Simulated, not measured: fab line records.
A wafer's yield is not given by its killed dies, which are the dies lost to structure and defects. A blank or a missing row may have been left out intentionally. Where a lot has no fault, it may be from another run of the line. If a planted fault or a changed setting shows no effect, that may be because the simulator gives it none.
fab line records ; flow sky130
[record] lots = 14; wafers = 42; lastDay = 50
route steps=708 shown FIELD_ISO@1 DNWELL@41 VT_ADJUST_HVTP@93
lots with no fault: from the same line, run without faults
startH: the number of hours between the record's first day and the start of the first shown wafer of the lot ; waitH: hours elapsed since this lot's preceding step ; " identical to the entry in the row above ; L1.1+2: a single row standing in for several wafers ; - either no value or no given start ; * or withheld: withheld ; < > ~ a bound
route shown NAME@n: a module of which the file shows steps, and the number in the route of the first ; usual: mean/standard deviation taken from wafers without a fault ; same: alike in all rows ; chamber/n: place in a boat ; sites: the reading at each site ; _std_site: the values' standard deviation ; _edge_site: outer sites' mean less inner sites' ; radiusMm: for every site, how far away it sits from the centre of the wafer ; mask NAME#n: copy n ; behind: the most recent tool/chamber to have shaped the wafer ; hold: the reason the lot was held/the length of the hold in hours/how it ended ; device: the n, p or np transistor that did not switch ; end of line: the route-end tests of the same wafers ; step lacking rows: just its recipe ; killed: dies that structure and defects cost at the first sort, which is not the same as the wafer's yield ; map: a wafer's dies, marking killed ones x, the rest . and places with no die _
set.NAME: the setting as run; set.NAME@STEP: as run at that earlier step ; model.NAME: the simulator's own value behind a step, which no gauge read
a sample of lots followed through the steps of the route, with each step as a table and each wafer as a row
[[steps]]
[step SKY_FIELD_ISO_BOW_MEAS_00]
[recipe] mode = bow
[usual] INCOMING_BOW = 0/6.7
lot.wafer;tool;chamber;startH;waitH;INCOMING_BOW[um]
L336.3;filmMetro-01;-;10.04;-;-4
L336.5;filmMetro-01;-;10.04;-;9
L336.6;filmMetro-01;-;10.04;-;4
L337.2;filmMetro-03;-;15.02;-;-1
L337.3;filmMetro-03;-;15.02;-;5
L337.5;filmMetro-03;-;15.02;-;4
L339.2;filmMetro-01;-;25.02;-;-3
L339.3;filmMetro-01;-;25.02;-;-2
L339.4;filmMetro-01;-;25.02;-;2
L341.1;filmMetro-04;-;35.00;-;14
L341.5;filmMetro-04;-;35.00;-;-16
L341.6;filmMetro-04;-;35.00;-;8
L342.1;filmMetro-04;-;40.00;-;-10
L342.2;filmMetro-04;-;40.00;-;10
L342.5;filmMetro-04;-;40.00;-;10
L343.1;filmMetro-04;-;45.00;-;0
L343.3;filmMetro-04;-;45.00;-;-6
L343.6;filmMetro-04;-;45.00;-;-3
L345.3;filmMetro-01;-;55.04;-;1
L345.5;filmMetro-01;-;55.04;-;1
L345.6;filmMetro-01;-;55.04;-;11
L348.4;filmMetro-04;-;70.06;-;12
L348.5;filmMetro-04;-;70.06;-;-6
L348.6;filmMetro-04;-;70.06;-;-9
L349.1;filmMetro-03;-;75.00;-;-1
L349.2;filmMetro-03;-;75.00;-;4
L349.5;filmMetro-03;-;75.00;-;3
L354.1;filmMetro-03;-;100.00;-;6
L354.2;filmMetro-03;-;100.00;-;13
L354.6;filmMetro-03;-;100.00;-;-6
L355.1;filmMetro-03;-;105.00;-;-4
L355.2;filmMetro-03;-;105.00;-;-2
L355.6;filmMetro-03;-;105.00;-;-13
L356.1;filmMetro-03;-;110.00;-;-10
L356.2;filmMetro-03;-;110.00;-;-1
L356.4;filmMetro-03;-;110.00;-;8
L358.3;filmMetro-04;-;120.04;-;-1
L358.5;filmMetro-04;-;120.04;-;-2
L358.6;filmMetro-04;-;120.04;-;1
L359.2;filmMetro-03;-;125.02;-;-4
L359.4;filmMetro-03;-;125.02;-;9
L359.5;filmMetro-03;-;125.02;-;3
[step SKY_FIELD_ISO_CD_MEAS_13]
[recipe] targetCdNm = 150
[usual] cdNm = 149.9/1.7
lot.wafer;tool;chamber;startH;waitH;cdNm
L336.3;cdSem-02;-;27.67;-;147.8
L336.5;cdSem-02;-;27.67;-;148.2
L336.6;cdSem-02;-;27.67;-;146.7
L337.2;cdSem-01;-;34.10;-;148.7
L337.3;cdSem-01;-;34.10;-;148.1
L337.5;cdSem-01;-;34.10;-;149.8
L339.2;cdSem-02;-;43.84;-;148.9
L339.3;cdSem-02;-;43.84;-;147.4
L339.4;cdSem-02;-;43.84;-;148.2
L341.1;cdSem-01;-;54.47;-;149.8
L341.5;cdSem-01;-;54.47;-;149.3
L341.6;cdSem-01;-;54.47;-;150.3
L342.1;cdSem-01;-;60.72;-;148.9
L342.2;cdSem-01;-;60.72;-;148.8
L342.5;cdSem-01;-;60.72;-;149.6
L343.1;cdSem-01;-;64.57;-;148.6
L343.3;cdSem-01;-;64.57;-;146.8
L343.6;cdSem-01;-;64.57;-;149.2
L345.3;cdSem-02;-;75.06;-;151.0
L345.5;cdSem-02;-;75.06;-;149.4
L345.6;cdSem-02;-;75.06;-;149.8
L348.4;cdSem-02;-;90.53;-;149.7
L348.5;cdSem-02;-;90.53;-;149.9
L348.6;cdSem-02;-;90.53;-;151.1
L349.1;cdSem-02;-;96.57;-;148.5
L349.2;cdSem-02;-;96.57;-;150.3
L349.5;cdSem-02;-;96.57;-;150.0
L354.1;cdSem-02;-;124.32;-;148.9
L354.2;cdSem-02;-;124.32;-;148.7
L354.6;cdSem-02;-;124.32;-;148.9
L355.1;cdSem-02;-;127.32;-;148.5
L355.2;cdSem-02;-;127.32;-;150.6
L355.6;cdSem-02;-;127.32;-;150.0
L356.1;cdSem-01;-;133.57;-;152.0
L356.2;cdSem-01;-;133.57;-;152.2
L356.4;cdSem-01;-;133.57;-;154.0
L358.3;cdSem-01;-;144.82;-;150.3
L358.5;cdSem-01;-;144.82;-;150.0
L358.6;cdSem-01;-;144.82;-;149.8
L359.2;cdSem-02;-;148.89;-;148.4
L359.4;cdSem-02;-;148.89;-;148.6
L359.5;cdSem-02;-;148.89;-;147.8
[step SKY_DNWELL_DEVELOP_06]
[recipe] wallAngleDeg = 90; developer = TMAH; developTimeS = 60; devTempC = 23
[usual] chillPlateTempC = 22.99/0.093; developTimeS = 60/0
lot.wafer;tool;chamber;startH;waitH;chillPlateTempC;developTimeS
L336.3;lithoTrack-03;0;53;-;23.10;60
L336.5;lithoTrack-03;0;53;-;23.06;60
L336.6;lithoTrack-03;0;53;-;23.24;60
L337.2;lithoTrack-02;0;56;-;23.12;60
L337.3;lithoTrack-02;0;56;-;23.02;60
L337.5;lithoTrack-02;0;56;-;23.04;60
L339.2;lithoTrack-04;0;65;-;22.81;60
L339.3;lithoTrack-04;0;65;-;22.84;60
L339.4;lithoTrack-04;0;65;-;22.87;60
L341.1;lithoTrack-03;0;81;-;22.94;60
L341.5;lithoTrack-03;0;81;-;22.90;60
L341.6;lithoTrack-03;0;81;-;22.95;60
L342.1;lithoTrack-04;0;86;-;22.93;60
L342.2;lithoTrack-04;0;86;-;22.91;60
L342.5;lithoTrack-04;0;86;-;22.91;60
L343.1;lithoTrack-04;0;90;-;23.07;60
L343.3;lithoTrack-04;0;90;-;22.96;60
L343.6;lithoTrack-04;0;90;-;22.93;60
L345.3;lithoTrack-03;0;99;-;22.97;60
L345.5;lithoTrack-03;0;100;-;22.92;60
L345.6;lithoTrack-03;0;100;-;23.04;60
L348.4;lithoTrack-03;-;115;-;-;-
L348.5;lithoTrack-03;-;115;-;-;-
L348.6;lithoTrack-03;-;115;-;-;-
L349.1;lithoTrack-04;-;121;-;-;-
L349.2;lithoTrack-04;-;121;-;-;-
L349.5;lithoTrack-04;-;121;-;-;-
L354.1;lithoTrack-02;0;150;-;23.03;60
L354.2;lithoTrack-02;0;150;-;22.95;60
L354.6;lithoTrack-02;0;150;-;23.11;60
L355.1;lithoTrack-04;0;153;-;23.10;60
L355.2;lithoTrack-04;0;153;-;23.05;60
L355.6;lithoTrack-04;0;153;-;23.05;60
L356.1;lithoTrack-02;0;159;-;23.02;60
L356.2;lithoTrack-02;0;159;-;23.07;60
L356.4;lithoTrack-02;0;159;-;23.09;60
L359.2;lithoTrack-03;0;176;-;22.99;60
L359.4;lithoTrack-03;0;176;-;22.97;60
L359.5;lithoTrack-03;0;176;-;23.01;60
L358.3;lithoTrack-02;0;176;-;23.10;60
L358.5;lithoTrack-02;0;176;-;23.11;60
L358.6;lithoTrack-02;0;176;-;22.94;60
[step SKY_DNWELL_TW_MEAS_09]
[usual] DNWELL_TW = 1114/6.2
lot.wafer;tool;chamber;startH;waitH;hold;DNWELL_TW
L336.3;filmMetro-01;-;53.49;0.1;-;1112
L336.5;filmMetro-01;-;53.49;0.1;-;1109
L336.6;filmMetro-01;-;53.49;0.1;-;1108
L337.2;filmMetro-01;-;56.93;0.1;-;1108
L337.3;filmMetro-01;-;56.93;0.1;-;1109
L337.5;filmMetro-01;-;56.93;0.1;-;1113
L339.2;filmMetro-03;-;65.67;0.1;-;1117
L339.3;filmMetro-03;-;65.67;0.1;-;1118
L339.4;filmMetro-03;-;65.67;0.1;-;1115
L341.1;filmMetro-02;-;82.22;0.1;-;1114
L341.5;filmMetro-02;-;82.22;0.1;-;1103
L341.6;filmMetro-02;-;82.22;0.1;-;1106
L342.1;filmMetro-03;-;86.96;0.1;-;1118
L342.2;filmMetro-03;-;86.96;0.1;-;1117
L342.5;filmMetro-03;-;86.96;0.1;-;1118
L343.1;filmMetro-03;-;91.26;0.1;-;1123
L343.3;filmMetro-03;-;91.26;0.1;-;1116
L343.6;filmMetro-03;-;91.26;0.1;-;1121
L345.3;filmMetro-01;-;100.34;0.1;-;1111
L345.5;filmMetro-01;-;100.34;0.1;-;1109
L345.6;filmMetro-01;-;100.34;0.1;-;1108
L348.4;filmMetro-03;-;116.00;0.1;awaitDispo/0.2h/release;30
L348.5;filmMetro-03;-;116.00;0.1;awaitDispo/0.2h/release;30
L348.6;filmMetro-03;-;116.00;0.1;awaitDispo/0.2h/release;30
L348.4;filmMetro-03;-;116.22;0.2;-;30
L348.5;filmMetro-03;-;116.22;0.2;-;30
L348.6;filmMetro-03;-;116.22;0.2;-;30
L349.1;filmMetro-03;-;122.01;0.1;awaitDispo/0.2h/release;30
L349.2;filmMetro-03;-;122.01;0.1;awaitDispo/0.2h/release;30
L349.5;filmMetro-03;-;122.01;0.1;awaitDispo/0.2h/release;30
L349.1;filmMetro-03;-;122.28;0.3;-;30
L349.2;filmMetro-03;-;122.28;0.3;-;30
L349.5;filmMetro-03;-;122.28;0.3;-;30
L354.1;filmMetro-01;-;150.67;0.1;-;1110
L354.2;filmMetro-01;-;150.67;0.1;-;1109
L354.6;filmMetro-01;-;150.67;0.1;-;1109
L355.1;filmMetro-03;-;153.66;0.1;-;1118
L355.2;filmMetro-03;-;153.66;0.1;-;1115
L355.6;filmMetro-03;-;153.66;0.1;-;1110
L356.1;filmMetro-02;-;159.42;0.1;-;1118
L356.2;filmMetro-02;-;159.42;0.1;-;1120
L356.4;filmMetro-02;-;159.42;0.1;-;1113
L359.2;filmMetro-01;-;176.78;0.1;-;1113
L359.4;filmMetro-01;-;176.78;0.1;-;1118
L359.5;filmMetro-01;-;176.78;0.1;-;1111
L358.3;filmMetro-01;-;177.19;0.1;-;1119
L358.5;filmMetro-01;-;177.19;0.1;-;1118
L358.6;filmMetro-01;-;177.19;0.1;-;1113
[step SKY_VT_ADJUST_HVTP_OVL_MEAS_08]
[usual] VT_ADJUST_HVTP_OVL = 1.3/1.3
lot.wafer;tool;chamber;startH;waitH;VT_ADJUST_HVTP_OVL[nm]
L336.3;overlay-01;-;123.96;0.1;1.8
L336.5;overlay-01;-;123.96;0.1;2.7
L336.6;overlay-01;-;123.96;0.1;3.3
L337.2;overlay-01;-;127.25;0.1;2.0
L337.3;overlay-01;-;127.25;0.1;2.6
L337.5;overlay-01;-;127.25;0.1;4.3
L339.2;overlay-01;-;138.19;0.1;0.2
L339.3;overlay-01;-;138.19;0.1;0.2
L339.4;overlay-01;-;138.19;0.1;-0.2
L341.1;overlay-01;-;155.60;0.1;1.0
L341.5;overlay-01;-;155.60;0.1;1.4
L341.6;overlay-01;-;155.60;0.1;0.7
L342.1;overlay-02;-;162.89;0.1;0.0
L342.2;overlay-02;-;162.89;0.1;0.6
L342.5;overlay-02;-;162.89;0.1;1.8
L343.1;overlay-02;-;166.90;0.1;2.3
L343.3;overlay-02;-;166.90;0.1;1.1
L343.6;overlay-02;-;166.90;0.1;0.2
L345.3;overlay-02;-;178.35;0.1;2.7
L345.5;overlay-02;-;178.35;0.1;3.4
L345.6;overlay-02;-;178.35;0.1;1.4
L354.1;overlay-01;-;235.25;0.1;1.4
L354.2;overlay-01;-;235.25;0.1;0.4
L354.6;overlay-01;-;235.25;0.1;2.0
L355.1;overlay-01;-;239.50;0.1;0.3
L355.2;overlay-01;-;239.50;0.1;-0.3
L355.6;overlay-01;-;239.50;0.1;-1.7
L356.1;overlay-02;-;245.79;0.1;1.2
L356.2;overlay-02;-;245.79;0.1;1.4
L356.4;overlay-02;-;245.79;0.1;1.6
L359.2;overlay-02;-;266.69;0.1;3.6
L359.4;overlay-02;-;266.69;0.1;2.6
L359.5;overlay-02;-;266.69;0.1;2.8
L358.3;overlay-02;-;267.51;0.1;1.1
L358.5;overlay-02;-;267.51;0.1;2.0
L358.6;overlay-02;-;267.51;0.1;1.8
[[key]]
[firstSign] step = SKY_DNWELL_DEVELOP_06; reading = toolRecord; direction = missing
[effect] step = SKY_DNWELL_TW_MEAS_09; reading = visit; direction = added
[effect] step = SKY_DNWELL_TW_MEAS_09; reading = DNWELL_TW; direction = down; sigmas = 99+; usual = 1114; struck = 30
metAt SKY_DNWELL_DEVELOP_06
struckLots L348,L349
scrappedBehind SKY_DNWELL_TW_MEAS_09 L348.4,L348.5,L348.6,L349.1,L349.2,L349.5
notActingAt SKY_FIELD_ISO_BOW_MEAS_00,SKY_FIELD_ISO_CD_MEAS_13,SKY_VT_ADJUST_HVTP_OVL_MEAS_08
onsetBetween 99 115
[fault] kind = skippedStepWhole; tool = lithoTrack-03,lithoTrack-04; chamber = -; onsetH = 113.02; steps = SKY_DNWELL_DEVELOP_06; scope = struckLotsOnly
